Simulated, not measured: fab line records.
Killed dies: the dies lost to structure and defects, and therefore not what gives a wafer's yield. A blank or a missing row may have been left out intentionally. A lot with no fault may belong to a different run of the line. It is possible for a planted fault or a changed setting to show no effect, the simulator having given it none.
Code-filled problem report in 8D (eight disciplines) form	flow gf180mcu	the parts of the form that need people (team, actions taken, sign-off) are left out

== 1. WHAT WENT WRONG ==
GF_M4_METAL_ETCH_16, oes product au: mean 0.934 a.u. over 1 wafer from 1 lot; wafers with no fault: 0.971 a.u., standard deviation 0.0074. Relative to the usual mean, that is a shift of -5.0 standard deviations.
The step: etches the open film in Cl2/BCl3, stops on SiO2, target depth 627.5 nm, time 104.6 s.
Seen first at day 28 17:22 on rie metal-04, wafer L758.6. At this step, 15 wafers from 5 lots have a number in the record. The rule behind "out" and "out of limits": a value lying over 4 standard deviations away from the usual mean. The rest of the wafers with a number are treated as sound.

== 2. WHAT THIS IS AND IS NOT ==
question	is	is not
which readings at this step	oes product au	drypump motor current A
which lots	L758	L744, L752, L757, L763
which wafers of those lots	L758.6	L758.1, L758.5
read on which tools	rie metal-04	rie metal-01, rie metal-02
when	from day 28 17:22	up to then (11 sound wafers); but 3 sound wafers of L763 came after

== 3. SUSPECTS, AND WHAT RULES EACH OUT ==
Counting: a tool at a process step up to the reading stays a suspect if it ran every lot that is out. Sound lots after the first of them don't rule it out here, since some wafers of a struck lot are sound.
- pvd sputter-04 at GF_V3_SPUTTER_21 (material Ti, target thk 15 nm, time 80.02 s): kept. It ran the lot that is out, L758 (day 27 20:33); its last sound lot up to then is L744 (day 23 10:26).
- cvd w-02 at GF_V3_CVD_23 (deposits W, target thk 350 nm, time 104.9 s): kept. It ran the lot that is out, L758 (day 27 20:39); its last sound lot up to then is L757 (day 27 10:53).
- pvd sputter-03 at GF_M4_SPUTTER_01 (material TiN, target thk 30 nm, time 25 s): kept. It ran the lot that is out, L758 (day 27 21:21); its last sound lot up to then is L752 (day 25 22:40).
- pvd sputter-03 at GF_M4_SPUTTER_03 (material Ti, target thk 10 nm, time 6.7 s): kept. It ran the lot that is out, L758 (day 27 21:25); its last sound lot up to then is L752 (day 25 22:44).
- pvd sputter-03 at GF_M4_SPUTTER_04 (material TiN, target thk 50 nm, time 41.7 s): kept. It ran the lot that is out, L758 (day 27 21:26); its last sound lot up to then is L752 (day 25 22:45).
- rie metal-04 at GF_M4_METAL_ETCH_16 (etches the open film in Cl2/BCl3, stops on SiO2, target depth 627.5 nm, time 104.6 s): kept. It ran the lot that is out, L758 (day 28 17:22); its last sound lot up to then is L752 (day 26 19:59). Its own oes product au readings are out on those wafers.
- Within cvd w-02 at GF_V3_CVD_23, the wafers that are out were processed in chamber 0 and their sound lot-mates in chamber 1.
- Within rie metal-04 at GF_M4_METAL_ETCH_16, the wafers that are out were processed in chamber 0 and their sound lot-mates in chamber 1.
Left after counting: pvd sputter-04 at GF_V3_SPUTTER_21, cvd w-02 at GF_V3_CVD_23, pvd sputter-03 at GF_M4_SPUTTER_01, pvd sputter-03 at GF_M4_SPUTTER_03, pvd sputter-03 at GF_M4_SPUTTER_04, rie metal-04 at GF_M4_METAL_ETCH_16.

== 4. THE CAUSE (what the simulator had put in) ==
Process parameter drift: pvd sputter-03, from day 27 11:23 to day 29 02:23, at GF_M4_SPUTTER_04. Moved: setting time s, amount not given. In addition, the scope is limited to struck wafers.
Counting leaves 6 suspects; this tool is one of them.

== 5. SEQUENCE OF EFFECTS, ordered by route ==
Rows list readings where the struck wafers' mean (over those with a number) sits beyond 3 standard deviations from the usual. Only readings whose record carries a usual standard deviation are examined. hours: median over the lots of the time between each lot's start at the first step of this table that gives one and its start at this step. sigmas: the change, counted in usual standard deviations.
hours	step	reading	usual	on struck wafers	change	sigmas
0	GF_M4_METAL_ETCH_16	oes product au	0.971 a.u.	0.934	-0.037	-5.0
Its process steps:
- GF_M4_METAL_ETCH_16: etches the open film in Cl2/BCl3, stops on SiO2, target depth 627.5 nm, time 104.6 s.
At these later measuring or inspecting steps, every struck wafer for which the step has a row has a number for every such reading, and none has moved that far: GF_V4_THK_MEAS_01, GF_V4_THK_MEAS_03, GF_V4_BOW_MEAS_05.

== 6. WHAT WOULD HAVE CAUGHT IT SOONER ==
First out-of-limits reading in this record: day 28 17:22, which is 30 hours after fault onset at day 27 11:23.
An alarm limit of 4 standard deviations would not have fired on the tool readings at GF_M4_SPUTTER_04 for which the record gives a usual standard deviation, since none of them was out on any struck wafer.
Each of the lots that are out, 1 in all, had begun GF_M4_SPUTTER_04 on pvd sputter-03 no later than day 28 17:22. A hold on the tool at that time would have spared none of them.
